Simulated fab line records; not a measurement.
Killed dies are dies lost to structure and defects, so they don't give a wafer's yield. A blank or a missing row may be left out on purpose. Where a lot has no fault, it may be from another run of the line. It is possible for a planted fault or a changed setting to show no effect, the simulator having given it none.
Which tool did it? / flow gf180mcu / 11 lots, 33 wafers sampled, at 3 steps of a route of 602

WHAT THE GAUGES SHOWED, per wafer
GF_HV_LDD_CD_MEAS_19: the cd target is 400 nm.
lot=L075; measured=day 11 03:41; on=cd_sem-02; cd_nm (nm)=400.2 402.0 400.4
lot=L077; measured=day 11 12:03; on=cd_sem-01; cd_nm (nm)=402.8 402.9 404.0
lot=L079; measured=day 12 09:52; on=cd_sem-02; cd_nm (nm)=403.2 402.2 403.5
lot=L081; measured=day 12 19:53; on=cd_sem-01; cd_nm (nm)=398.7 397.5 396.7
lot=L083; measured=day 13 14:01; on=cd_sem-01; cd_nm (nm)=400.4 401.6 400.3
lot=L085; measured=day 14 07:00; on=cd_sem-01; cd_nm (nm)=399.2 400.4 399.1
lot=L087; measured=day 15 01:57; on=cd_sem-01; cd_nm (nm)=402.1 401.9 402.8
lot=L089; measured=day 15 15:55; on=cd_sem-01; cd_nm (nm)=403.7 403.8 402.6
lot=L091; measured=day 16 05:40; on=cd_sem-01; cd_nm (nm)=401.3 399.4 401.8
lot=L093; measured=day 16 23:53; on=cd_sem-01; cd_nm (nm)=399.4 400.2 399.4
lot=L095; measured=day 17 15:26; on=cd_sem-01; cd_nm (nm)=401.6 400.0 402.5

EACH LOT AND THE TOOL THAT RAN IT (in order: tool; ch and the chambers of the sampled wafers; start)
lot=L075; GF_MVSD_STRIP_10=plasma_asher-01 ch 0,1, day 4 20:01; GF_VT_IMPLANT_STRIP_31=plasma_asher-03 ch 0,1, day 7 06:04
lot=L077; GF_MVSD_STRIP_10=plasma_asher-03 ch 0,1, day 5 02:44; GF_VT_IMPLANT_STRIP_31=plasma_asher-02 ch 0,1, day 7 13:47
lot=L079; GF_MVSD_STRIP_10=plasma_asher-01 ch 0,1, day 5 15:59; GF_VT_IMPLANT_STRIP_31=plasma_asher-03 ch 0,1, day 8 05:23
lot=L081; GF_MVSD_STRIP_10=plasma_asher-04 ch 0,1, day 6 01:23; GF_VT_IMPLANT_STRIP_31=plasma_asher-04 ch 0,1, day 8 15:50
lot=L083; GF_MVSD_STRIP_10=plasma_asher-01 ch 0,1, day 6 15:55; GF_VT_IMPLANT_STRIP_31=plasma_asher-03 ch 0,1, day 9 08:41
lot=L085; GF_MVSD_STRIP_10=plasma_asher-01 ch 0,1, day 7 03:14; GF_VT_IMPLANT_STRIP_31=plasma_asher-03 ch 0,1, day 9 21:35
lot=L087; GF_MVSD_STRIP_10=plasma_asher-04 ch 0, day 7 20:04; GF_VT_IMPLANT_STRIP_31=plasma_asher-04 ch 0,1, day 10 16:31
lot=L089; GF_MVSD_STRIP_10=plasma_asher-01 ch 0,1, day 8 03:58; GF_VT_IMPLANT_STRIP_31=plasma_asher-04 ch 0,1, day 11 02:14
lot=L091; GF_MVSD_STRIP_10=plasma_asher-04 ch 0,1, day 8 14:37; GF_VT_IMPLANT_STRIP_31=plasma_asher-04 ch 0,1, day 11 13:46
lot=L093; GF_MVSD_STRIP_10=plasma_asher-01 ch 0,1, day 9 02:17; GF_VT_IMPLANT_STRIP_31=plasma_asher-02 ch 0,1, day 12 03:29
lot=L095; GF_MVSD_STRIP_10=plasma_asher-03 ch 0,1, day 9 14:58; GF_VT_IMPLANT_STRIP_31=plasma_asher-03 ch 0,1, day 12 17:52
- GF_MVSD_STRIP_10: strips in O2/N2.
- GF_VT_IMPLANT_STRIP_31: strips in O2/N2.

THE ANSWER, worked out from the rows above alone
Rule: the usual values come from the lots themselves. The widest of any qualifying gaps counts: lots, ordered by their means at a reading, are off when they make up no more than a third of the lots, leave a main group of 4 or more, and stand apart from it by 3 or more times the standard deviation of that group's means. Not used: any main group whose means are identical at the precision the tables above print for the reading. Also off: a lot with no number at a reading for which 4 or more lots have one. Where the step has rows for the other lots, those lots are counted as sound.
Across all readings shown, no lot is off: no conclusion can be drawn from this.

WHAT THE SIMULATOR HAD PUT IN
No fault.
